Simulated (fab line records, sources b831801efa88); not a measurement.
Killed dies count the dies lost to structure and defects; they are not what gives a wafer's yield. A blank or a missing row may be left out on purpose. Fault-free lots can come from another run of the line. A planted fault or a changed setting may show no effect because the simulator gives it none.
fab line records	flow gf180mcu
record lots=24	wafers=72	last-day=34
route steps=602 shown M1@319 M2@365 V2@385 M3@423 V5@555
lots that met no fault: taken from a fault-free run of the same line
start-h: hours from the record's first day to the start of the lot's first wafer shown	wait-h: time in hours since the lot's previous step	" the same as in the row above	L1.1+2: a single row standing in for several wafers	- no value, or no start given	* or withheld: withheld	< > ~ a bound
route shown NAME@n: a module of which the file shows steps, and the number in the route of the first	usual: mean/standard deviation of fault-free wafers	same: alike in all rows	chamber/n: place in a boat	sites: each site's reading	_std_site: how widely they spread, as a standard deviation	_edge_site: outer sites' mean less inner sites'	radius-mm: how far each site lies from the wafer's centre	mask NAME#n: copy n	behind: the last tool/chamber to shape the wafer	hold: what put the lot on hold/how long, in hours/how the hold closed	device: the n, p or np transistor that did not switch	end of line: the same wafers' tests at the end of the route	a step with no rows: only its recipe	killed: count of dies lost to structure and defects at first sort (not the wafer's yield)	map: a wafer's dies, x killed, . not, _ none there
set.NAME: the setting that was run; set.NAME@STEP: the one run at that earlier step	model.NAME: the simulator's own value behind a step, which no gauge read
one table for each step of the route and one row for each wafer, over a sample of lots
services: the hour from which a tool's chamber was out of use, counted from the record's first day as start-h (under 0 if before that day), plus the number of hours and why
## steps
# step GF_M1_SPUTTER_04
# recipe material=TiN	target-thk-nm=50	power-w=6500	time-s=41.7	chamber-pressure-pa=0.4
# usual throttle-valve-pct=29.7/1.2
# same time-s=41.7
lot.wafer	tool	chamber	start-h	wait-h	throttle-valve-pct
L074.1	pvd-sputter-02	-	364.00	0.0	29.6
L074.2	"	-	"	"	30.2
L074.5	"	-	"	"	30.2
L075.1	pvd-sputter-03	-	369.37	0.0	29.9
L075.4	"	-	"	"	31.8
L075.6	"	-	"	"	29.4
L076.3	pvd-sputter-03	-	373.45	0.0	30.3
L076.4	"	-	"	"	29.6
L076.5	"	-	"	"	29.5
L077.3	pvd-sputter-01	-	388.82	0.0	28.6
L077.5	"	-	"	"	28.6
L077.6	"	-	"	"	28.6
L078.1	pvd-sputter-02	-	401.24	0.0	29.5
L078.5	"	-	"	"	29.3
L078.6	"	-	"	"	31.6
L079.2	pvd-sputter-02	-	408.42	0.0	29.7
L079.4	"	-	"	"	30.3
L079.5	"	-	"	"	29.6
L080.2	pvd-sputter-01	-	413.35	0.0	28.7
L080.4	"	-	"	"	28.6
L080.5	"	-	"	"	30.4
L081.3	pvd-sputter-01	-	429.09	0.0	30.4
L081.4	"	-	"	"	28.7
L081.5	"	-	"	"	27.6
L082.3	pvd-sputter-01	-	435.54	0.0	28.5
L082.4	"	-	"	"	30.5
L082.6	"	-	"	"	27.6
L083.1	pvd-sputter-03	-	445.04	0.0	29.5
L083.4	"	-	"	"	28.2
L083.6	"	-	"	"	29.7
L084.1	pvd-sputter-01	-	455.07	0.0	27.8
L084.4	"	-	"	"	28.9
L084.6	"	-	"	"	28.7
L085.2	pvd-sputter-03	-	465.54	0.0	29.9
L085.5	"	-	"	"	31.4
L085.6	"	-	"	"	28.2
L086.2	pvd-sputter-03	-	471.74	0.0	29.8
L086.4	"	-	"	"	31.2
L086.6	"	-	"	"	29.6
L087.2	pvd-sputter-01	-	480.98	0.0	30.5
L087.4	"	-	"	"	28.7
L087.5	"	-	"	"	27.8
L088.1	pvd-sputter-03	-	486.80	0.0	29.4
L088.3	"	-	"	"	28.2
L088.6	"	-	"	"	28.2
L089.2	pvd-sputter-02	-	492.88	0.0	29.7
L089.3	"	-	"	"	31.8
L089.5	"	-	"	"	29.6
L090.1	pvd-sputter-03	-	503.93	0.0	28.3
L090.3	"	-	"	"	29.6
L090.6	"	-	"	"	29.9
L091.3	pvd-sputter-03	-	513.68	0.0	28.5
L091.4	"	-	"	"	31.5
L091.5	"	-	"	"	28.3
L092.1	pvd-sputter-02	-	535.64	0.0	29.7
L092.3	"	-	"	"	31.2
L092.6	"	-	"	"	29.4
L093.1	pvd-sputter-03	-	544.74	0.0	28.5
L093.2	"	-	"	"	31.1
L093.3	"	-	"	"	29.7
L094.1	pvd-sputter-02	-	547.25	0.0	31.5
L094.2	"	-	"	"	29.6
L094.3	"	-	"	"	29.5
L095.4	pvd-sputter-02	-	551.96	0.0	29.5
L095.5	"	-	"	"	29.5
L095.6	"	-	"	"	31.5
L096.1	pvd-sputter-02	-	555.85	0.0	31.6
L096.5	"	-	"	"	30.1
L096.6	"	-	"	"	29.5
L097.1	pvd-sputter-01	-	562.19	0.0	30.2
L097.3	"	-	"	"	28.6
L097.4	"	-	"	"	27.9
# step GF_M2_SPUTTER_03
# recipe material=Ti	target-thk-nm=10	substrate-temp-c=300	chamber-pressure-pa=0.3	power-w=3000	time-s=6.7
# usual throttle-valve-pct=29.5/1.2
# same time-s=6.7
lot.wafer	tool	chamber	start-h	wait-h	throttle-valve-pct
L074.1	pvd-sputter-03	-	413.04	0.0	30.0
L074.2	"	-	"	"	28.0
L074.5	"	-	"	"	30.0
L075.1	pvd-sputter-01	-	417.30	0.0	27.7
L075.4	"	-	"	"	30.2
L075.6	"	-	"	"	27.5
L076.3	pvd-sputter-01	-	423.39	0.0	27.7
L076.4	"	-	"	"	27.8
L076.5	"	-	"	"	28.5
L077.3	pvd-sputter-01	-	439.81	0.0	28.6
L077.5	"	-	"	"	28.7
L077.6	"	-	"	"	30.3
L078.1	pvd-sputter-03	-	452.59	0.0	28.1
L078.5	"	-	"	"	28.3
L078.6	"	-	"	"	31.6
L079.2	pvd-sputter-04	-	459.77	0.0	29.4
L079.4	"	-	"	"	30.0
L079.5	"	-	"	"	29.4
L080.2	pvd-sputter-04	-	464.88	0.0	30.8
L080.4	"	-	"	"	29.5
L080.5	"	-	"	"	30.7
L081.3	pvd-sputter-03	-	487.66	0.0	31.7
L081.4	"	-	"	"	28.0
L081.5	"	-	"	"	31.3
L082.3	pvd-sputter-01	-	488.16	0.0	29.0
L082.4	"	-	"	"	28.8
L082.6	"	-	"	"	30.2
L083.1	pvd-sputter-01	-	495.70	0.0	28.9
L083.4	"	-	"	"	27.6
L083.6	"	-	"	"	30.0
L084.1	pvd-sputter-03	-	505.99	0.0	31.5
L084.4	"	-	"	"	28.5
L084.6	"	-	"	"	31.5
L085.2	pvd-sputter-01	-	516.16	0.0	27.5
L085.5	"	-	"	"	28.9
L085.6	"	-	"	"	28.8
L086.2	pvd-sputter-04	-	522.73	0.0	29.8
L086.4	"	-	"	"	30.5
L086.6	"	-	"	"	30.9
L087.2	pvd-sputter-04	-	530.54	0.0	30.8
L087.4	"	-	"	"	29.6
L087.5	"	-	"	"	29.5
L088.1	pvd-sputter-01	-	536.63	0.0	28.8
L088.3	"	-	"	"	27.6
L088.6	"	-	"	"	28.5
L089.2	pvd-sputter-04	-	541.15	0.0	29.4
L089.3	"	-	"	"	29.9
L089.5	"	-	"	"	30.9
L090.1	pvd-sputter-01	-	551.64	0.0	30.3
L090.3	"	-	"	"	28.8
L090.6	"	-	"	"	27.6
L091.3	pvd-sputter-03	-	562.24	0.0	29.6
L091.4	"	-	"	"	29.6
L091.5	"	-	"	"	30.0
L092.1	pvd-sputter-03	-	581.91	0.0	28.3
L092.3	"	-	"	"	30.2
L092.6	"	-	"	"	30.4
L093.1	pvd-sputter-04	-	591.38	0.0	31.1
L093.2	"	-	"	"	29.3
L093.3	"	-	"	"	31.0
L094.1	pvd-sputter-03	-	593.40	0.0	30.1
L094.2	"	-	"	"	28.3
L094.3	"	-	"	"	31.2
L095.4	pvd-sputter-03	-	597.34	0.0	29.7
L095.5	"	-	"	"	28.3
L095.6	"	-	"	"	30.3
L096.1	pvd-sputter-01	-	601.96	0.0	28.5
L096.5	"	-	"	"	27.5
L096.6	"	-	"	"	30.3
L097.1	pvd-sputter-03	-	607.19	0.0	28.2
L097.3	"	-	"	"	30.2
L097.4	"	-	"	"	29.7
# step GF_V2_THK_MEAS_03
# recipe reads=SiO2_of_V2_CVD_02
# usual V2_CVD_02_THK=850/11
lot.wafer	tool	chamber	start-h	wait-h	V2_CVD_02_THK[nm]
L074.1	film-metro-01	-	438.26	0.0	858
L074.2	"	-	"	"	852
L074.5	"	-	"	"	862
L075.1	film-metro-04	-	441.86	0.0	849
L075.4	"	-	"	"	856
L075.6	"	-	"	"	851
L076.3	film-metro-04	-	448.84	0.1	829
L076.4	"	-	"	"	862
L076.5	"	-	"	"	857
L077.3	film-metro-04	-	465.43	0.1	851
L077.5	"	-	"	"	856
L077.6	"	-	"	"	873
L078.1	film-metro-04	-	478.02	0.0	842
L078.5	"	-	"	"	857
L078.6	"	-	"	"	863
L079.2	film-metro-02	-	486.17	0.0	857
L079.4	"	-	"	"	855
L079.5	"	-	"	"	869
L080.2	film-metro-01	-	490.62	0.0	847
L080.4	"	-	"	"	860
L080.5	"	-	"	"	866
L081.3	film-metro-01	-	512.04	0.1	849
L081.4	"	-	"	"	866
L081.5	"	-	"	"	862
L082.3	film-metro-04	-	512.69	0.1	840
L082.4	"	-	"	"	859
L082.6	"	-	"	"	852
L083.1	film-metro-01	-	519.82	0.0	845
L083.4	"	-	"	"	857
L083.6	"	-	"	"	857
L084.1	film-metro-01	-	529.29	0.0	856
L084.4	"	-	"	"	864
L084.6	"	-	"	"	844
L085.2	film-metro-01	-	539.23	0.0	842
L085.5	"	-	"	"	861
L085.6	"	-	"	"	860
L086.2	film-metro-01	-	546.30	0.0	837
L086.4	"	-	"	"	848
L086.6	"	-	"	"	855
L087.2	film-metro-02	-	554.04	0.0	829
L087.4	"	-	"	"	837
L087.5	"	-	"	"	837
L088.1	film-metro-04	-	559.75	0.0	854
L088.3	"	-	"	"	841
L088.6	"	-	"	"	864
L089.2	film-metro-02	-	564.29	0.0	847
L089.3	"	-	"	"	828
L089.5	"	-	"	"	855
L090.1	film-metro-01	-	573.34	0.0	835
L090.3	"	-	"	"	843
L090.6	"	-	"	"	846
L091.3	film-metro-02	-	584.43	0.1	851
L091.4	"	-	"	"	863
L091.5	"	-	"	"	857
L092.1	film-metro-04	-	603.51	0.0	830
L092.3	"	-	"	"	840
L092.6	"	-	"	"	860
L093.1	film-metro-01	-	613.37	0.0	840
L093.2	"	-	"	"	842
L093.3	"	-	"	"	834
L094.1	film-metro-02	-	615.23	0.0	830
L094.2	"	-	"	"	841
L094.3	"	-	"	"	833
L095.4	film-metro-04	-	618.49	0.0	852
L095.5	"	-	"	"	866
L095.6	"	-	"	"	862
L096.1	film-metro-01	-	623.71	0.0	848
L096.5	"	-	"	"	845
L096.6	"	-	"	"	851
L097.1	film-metro-01	-	628.46	0.0	846
L097.3	"	-	"	"	848
L097.4	"	-	"	"	865
# step GF_M3_CD_MEAS_14
# recipe target-cd-nm=280
# usual cd-nm=279.9/1.2
lot.wafer	tool	chamber	start-h	wait-h	cd-nm
L074.1	cd-sem-01	-	488.96	0.1	278.4
L074.2	"	-	"	"	279.0
L074.5	"	-	"	"	280.1
L075.1	cd-sem-02	-	492.09	0.1	281.1
L075.4	"	-	"	"	282.3
L075.6	"	-	"	"	281.3
L076.3	cd-sem-02	-	498.58	0.1	280.6
L076.4	"	-	"	"	281.3
L076.5	"	-	"	"	280.3
L077.3	cd-sem-01	-	515.10	0.1	279.4
L077.5	"	-	"	"	279.6
L077.6	"	-	"	"	278.7
L078.1	cd-sem-01	-	525.99	0.1	280.2
L078.5	"	-	"	"	279.9
L078.6	"	-	"	"	277.7
L079.2	cd-sem-01	-	534.59	0.1	280.3
L079.4	"	-	"	"	280.7
L079.5	"	-	"	"	280.7
L080.2	cd-sem-02	-	538.16	0.1	279.3
L080.4	"	-	"	"	280.0
L080.5	"	-	"	"	279.5
L081.3	cd-sem-01	-	559.75	0.1	280.8
L081.4	"	-	"	"	279.0
L081.5	"	-	"	"	280.1
L082.3	cd-sem-01	-	560.10	0.1	280.9
L082.4	"	-	"	"	282.4
L082.6	"	-	"	"	282.0
L083.1	cd-sem-01	-	567.47	0.1	280.3
L083.4	"	-	"	"	280.7
L083.6	"	-	"	"	279.8
L084.1	cd-sem-01	-	575.57	0.1	278.9
L084.4	"	-	"	"	280.3
L084.6	"	-	"	"	279.4
L085.2	cd-sem-02	-	585.28	0.1	280.7
L085.5	"	-	"	"	279.4
L085.6	"	-	"	"	280.8
L086.2	cd-sem-01	-	591.53	0.1	279.8
L086.4	"	-	"	"	280.6
L086.6	"	-	"	"	280.8
L087.2	cd-sem-01	-	598.56	0.1	280.5
L087.4	"	-	"	"	279.8
L087.5	"	-	"	"	279.2
L088.1	cd-sem-01	-	603.14	0.1	279.6
L088.3	"	-	"	"	281.3
L088.6	"	-	"	"	279.2
L089.2	cd-sem-02	-	609.41	0.1	280.5
L089.3	"	-	"	"	280.2
L089.5	"	-	"	"	280.0
L090.1	cd-sem-02	-	616.97	0.1	277.5
L090.3	"	-	"	"	276.2
L090.6	"	-	"	"	276.8
L091.3	cd-sem-02	-	628.93	0.1	280.6
L091.4	"	-	"	"	282.0
L091.5	"	-	"	"	281.0
L092.1	cd-sem-01	-	646.09	0.1	280.9
L092.3	"	-	"	"	280.1
L092.6	"	-	"	"	281.9
L093.1	cd-sem-01	-	655.52	0.1	277.1
L093.2	"	-	"	"	277.3
L093.3	"	-	"	"	277.7
L094.1	cd-sem-02	-	657.97	0.1	279.3
L094.2	"	-	"	"	278.8
L094.3	"	-	"	"	279.5
L095.4	cd-sem-01	-	661.10	0.1	280.0
L095.5	"	-	"	"	279.9
L095.6	"	-	"	"	280.0
L096.1	cd-sem-02	-	665.17	0.1	280.0
L096.5	"	-	"	"	280.8
L096.6	"	-	"	"	280.2
L097.1	cd-sem-01	-	670.09	0.1	279.9
L097.3	"	-	"	"	280.8
L097.4	"	-	"	"	278.5
# step GF_V5_OVL_MEAS_15
# usual V5_OVL=2/5.5
lot.wafer	tool	chamber	start-h	wait-h	V5_OVL[nm]
L074.1	overlay-01	-	626.39	0.1	-4
L074.2	"	-	"	"	-2
L074.5	"	-	"	"	-3
L075.1	overlay-01	-	630.34	0.1	8
L075.4	"	-	"	"	7
L075.6	"	-	"	"	-2
L076.3	overlay-01	-	635.00	0.1	-5
L076.4	"	-	"	"	1
L076.5	"	-	"	"	0
L077.3	overlay-01	-	651.00	0.1	-4
L077.5	"	-	"	"	5
L077.6	"	-	"	"	-1
L078.1	overlay-01	-	658.44	0.1	12
L078.5	"	-	"	"	14
L078.6	"	-	"	"	7
L079.2	overlay-02	-	665.65	0.1	7
L079.4	"	-	"	"	0
L079.5	"	-	"	"	1
L080.2	overlay-02	-	672.58	0.1	8
L080.4	"	-	"	"	13
L080.5	"	-	"	"	3
L081.3	overlay-01	-	688.79	0.1	3
L081.4	"	-	"	"	6
L081.5	"	-	"	"	1
L082.3	overlay-02	-	689.85	0.1	5
L082.4	"	-	"	"	-5
L082.6	"	-	"	"	-7
L083.1	overlay-01	-	697.82	0.1	9
L083.4	"	-	"	"	9
L083.6	"	-	"	"	0
L084.1	overlay-02	-	703.48	0.1	4
L084.4	"	-	"	"	3
L084.6	"	-	"	"	-1
L085.2	overlay-01	-	710.68	0.1	-6
L085.5	"	-	"	"	-4
L085.6	"	-	"	"	-3
L086.2	overlay-01	-	715.43	0.1	-5
L086.4	"	-	"	"	-2
L086.6	"	-	"	"	1
L087.2	overlay-02	-	720.23	0.1	7
L087.4	"	-	"	"	6
L087.5	"	-	"	"	8
L088.1	overlay-01	-	727.17	0.1	6
L088.3	"	-	"	"	4
L088.6	"	-	"	"	4
L089.2	overlay-02	-	731.35	0.1	9
L089.3	"	-	"	"	9
L089.5	"	-	"	"	11
L090.1	overlay-02	-	737.23	0.1	-3
L090.3	"	-	"	"	-12
L090.6	"	-	"	"	-4
L091.3	overlay-02	-	754.34	0.1	1
L091.4	"	-	"	"	-7
L091.5	"	-	"	"	-3
L092.1	overlay-01	-	763.03	0.1	9
L092.3	"	-	"	"	8
L092.6	"	-	"	"	6
L093.1	overlay-02	-	769.17	0.1	0
L093.2	"	-	"	"	0
L093.3	"	-	"	"	3
L094.1	overlay-01	-	771.52	0.1	-4
L094.2	"	-	"	"	5
L094.3	"	-	"	"	-2
L095.4	overlay-01	-	775.41	0.1	-1
L095.5	"	-	"	"	0
L095.6	"	-	"	"	-5
L096.1	overlay-01	-	778.39	0.1	-11
L096.5	"	-	"	"	-4
L096.6	"	-	"	"	0
L097.1	overlay-01	-	781.73	0.1	1
L097.3	"	-	"	"	5
L097.4	"	-	"	"	1
# step GF_V5_STRIP_18
# recipe chemistry=O2/N2	power-w=1400	pressure-mtorr=1500	platen-temp-c=250	o2-flow-sccm=3000	n2-flow-sccm=300	overash-fraction=0.5
# usual drypump-motor-current-A=5.5/0.31	heater-power-w=344/24	o2-flow-sccm=3001/8.8	oes-product-au=0.568/0.0043
lot.wafer	tool	chamber	start-h	wait-h	drypump-motor-current-A	heater-power-w	o2-flow-sccm	oes-product-au	rf-hours-counter-h
L074.1	plasma-asher-01	0	626.58	-	5.9	393	2990	0.568	104
L074.2	"	1	"	"	5.5	371	2989	0.565	104
L074.5	"	0	"	"	5.9	393	2984	0.571	-
L075.1	plasma-asher-02	1	630.53	-	5.0	317	3011	0.568	54
L075.4	"	1	"	"	5.0	319	2997	0.565	-
L075.6	"	0	"	"	5.6	361	3005	0.568	-
L076.3	plasma-asher-03	0	635.21	-	5.8	342	3004	0.569	-
L076.4	"	1	"	"	5.2	327	3012	0.575	-
L076.5	"	1	"	"	5.3	337	3001	0.565	-
L077.3	plasma-asher-03	0	651.21	-	5.8	348	3015	0.567	-
L077.5	"	1	"	"	5.3	320	3000	0.567	-
L077.6	"	0	"	"	5.9	340	2996	0.562	-
L078.1	plasma-asher-02	1	658.63	-	5.0	313	2999	0.565	56
L078.5	"	0	"	"	5.6	360	3001	0.570	-
L078.6	"	1	"	"	5.0	301	2985	0.571	-
L079.2	plasma-asher-02	0	665.83	-	5.6	354	3001	0.567	57
L079.4	"	0	"	"	5.6	361	2999	0.564	-
L079.5	"	0	"	"	5.6	353	2995	0.569	-
L080.2	plasma-asher-01	1	672.76	-	5.5	384	3003	0.572	111
L080.4	"	1	"	"	5.5	369	3008	0.570	-
L080.5	"	1	"	"	5.5	366	3009	0.557	-
L081.3	plasma-asher-03	0	689.00	-	5.8	337	3007	0.565	-
L081.4	"	1	"	"	5.3	331	2996	0.563	-
L081.5	"	1	"	"	5.3	319	2983	0.562	-
L082.3	plasma-asher-02	0	690.06	-	5.6	358	3014	0.577	-
L082.4	"	1	"	"	5.0	310	2990	0.571	-
L082.6	"	1	"	"	5.0	308	2987	0.576	-
L083.1	plasma-asher-02	1	698.01	-	5.0	314	2986	0.570	61
L083.4	"	0	"	"	5.6	356	2994	0.567	-
L083.6	"	0	"	"	5.6	349	2998	0.576	-
L084.1	plasma-asher-03	0	703.67	-	5.9	342	3008	0.570	92
L084.4	"	0	"	"	5.8	341	3007	0.568	-
L084.6	"	0	"	"	5.8	346	2996	0.567	-
L085.2	plasma-asher-01	1	710.86	-	5.5	377	3010	0.576	115
L085.5	"	1	"	"	5.5	372	3007	0.568	-
L085.6	"	0	"	"	5.9	387	2989	0.574	-
L086.2	plasma-asher-03	1	715.61	-	5.3	325	3010	0.572	93
L086.4	"	1	"	"	5.3	327	3007	0.561	-
L086.6	"	0	"	"	5.9	345	3003	0.576	-
L087.2	plasma-asher-02	1	720.41	-	5.0	309	2987	0.571	63
L087.4	"	1	"	"	5.0	315	3007	0.567	-
L087.5	"	0	"	"	5.6	361	2994	0.575	-
L088.1	plasma-asher-03	0	727.36	-	5.8	353	2992	0.569	94
L088.3	"	1	"	"	5.3	331	2992	0.575	-
L088.6	"	1	"	"	5.3	329	3006	0.570	-
L089.2	plasma-asher-02	1	731.53	-	5.0	318	2998	0.569	64
L089.3	"	1	"	"	5.0	307	3004	0.578	-
L089.5	"	0	"	"	5.6	352	2994	0.562	-
L090.1	plasma-asher-03	1	737.41	-	5.2	327	2990	0.566	95
L090.3	"	0	"	"	5.9	346	2986	0.568	-
L090.6	"	0	"	"	5.8	342	3010	0.562	-
L091.3	plasma-asher-02	1	754.55	-	5.0	314	2990	0.564	-
L091.4	"	0	"	"	5.6	357	3002	0.563	-
L091.5	"	0	"	"	5.6	357	2998	0.578	-
L092.1	plasma-asher-03	1	763.21	-	5.3	332	3000	0.566	98
L092.3	"	0	"	"	5.8	339	2993	0.575	-
L092.6	"	1	"	"	5.3	335	3013	0.570	-
L093.1	plasma-asher-02	0	769.36	-	5.6	354	2997	0.566	68
L093.2	"	1	"	"	5.0	304	3004	0.567	68
L093.3	"	1	"	"	5.0	318	2998	0.566	-
L094.1	plasma-asher-03	0	771.71	-	5.9	349	3004	0.564	99
L094.2	"	1	"	"	5.3	327	3004	0.564	99
L094.3	"	0	"	"	5.9	348	3009	0.570	-
L095.4	plasma-asher-01	0	775.61	-	5.9	381	3003	0.572	-
L095.5	"	0	"	"	5.9	385	2990	0.572	-
L095.6	"	1	"	"	5.5	344	3006	0.569	-
L096.1	plasma-asher-02	1	778.58	-	5.0	313	2999	0.567	69
L096.5	"	0	"	"	5.6	359	2999	0.576	-
L096.6	"	1	"	"	5.0	312	3001	0.569	-
L097.1	plasma-asher-01	0	781.91	-	5.9	375	2997	0.567	4
L097.3	"	1	"	"	5.5	348	3003	0.570	-
L097.4	"	0	"	"	5.9	384	3009	0.567	-
## services
tool	chamber	start-h	hours	kind
plasma-asher-03	-	374.55	14.6	pm
pvd-sputter-03	-	393.39	8.6	repair
pvd-sputter-01	-	401.74	0.9	repair
pvd-sputter-03	-	402.74	4.4	repair
plasma-asher-02	-	404.19	2.8	pm
plasma-asher-02	-	415.67	1.5	repair
pvd-sputter-02	-	420.35	2.8	repair
plasma-asher-02	-	432.48	2.2	repair
plasma-asher-03	-	445.50	1.4	repair
pvd-sputter-02	-	477.57	0.7	repair
plasma-asher-03	-	509.75	0.5	repair
pvd-sputter-01	-	528.28	6.5	repair
pvd-sputter-03	-	546.44	6.0	repair
pvd-sputter-02	-	570.16	2.9	repair
pvd-sputter-02	-	584.92	3.3	repair
plasma-asher-02	-	607.08	4.0	repair
plasma-asher-03	-	616.49	0.5	repair
plasma-asher-02	-	634.77	12.7	repair
pvd-sputter-01	-	638.24	4.0	repair
pvd-sputter-01	-	654.93	2.8	repair
pvd-sputter-01	-	712.39	2.3	repair
plasma-asher-02	-	715.67	1.0	repair
pvd-sputter-01	-	740.19	5.5	repair
pvd-sputter-01	-	754.30	1.3	repair
## key
fault none
